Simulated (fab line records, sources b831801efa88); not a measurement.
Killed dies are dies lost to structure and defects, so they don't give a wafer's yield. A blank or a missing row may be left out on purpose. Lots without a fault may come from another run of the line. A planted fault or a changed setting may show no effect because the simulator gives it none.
Chamber matching | flow sky130 | SKY_FIELD_ISO_ETCH_17 on rie_si-01: 4 sister chambers
The step etches Si in HBr/Cl2/O2, target depth 342 nm, time 97.7 s. 4 wafers are shown with their chamber, then 7 later ones without.

WAFERS WITH THEIR CHAMBER
wafer  | chamber | oes_product_au (a.u.)
L728.4 | 3       | 1.000
L728.6 | 0       | 1.007
L729.1 | 1       | 0.992
L729.4 | 2       | 0.992

WAFERS WITHOUT THEIR CHAMBER
wafer  | oes_product_au (a.u.)
L729.5 | 1.009
L731.1 | 0.998
L731.2 | 0.992
L731.6 | 0.993
L732.1 | 0.995
L732.4 | 1.001
L732.6 | 0.987

WHICH CHAMBER EACH WENT THROUGH
wafer  | from the rows above          | in truth
L729.5 | 0                            | 0
L731.1 | can't be placed: 3 or 1 or 2 | 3
L731.2 | can't be placed: 1 or 2      | 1
L731.6 | can't be placed: 1 or 2      | 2
L732.1 | can't be placed: 1 or 2 or 3 | 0
L732.4 | can't be placed: 3 or 0      | 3
L732.6 | can't be placed: 1 or 2      | 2
Placed correctly: 1 of 7. Can't be placed from these rows: 6 (the true chamber is among the candidates in 5). Placed wrongly: 0.
How it was worked out, from the rows above alone: a wafer's distance from a chamber is the root of the sum, over the readings, of the square of ((its reading less the chamber's mean) divided by the reading's scatter). The wafer belongs to the nearest chamber; if the next one is less than 2 further off, it can't be placed. A chamber's mean is the mean of its shown wafers. The scatter: with one shown wafer a chamber, the root of the mean of the squares of how far each hidden wafer lies from its nearest shown one.
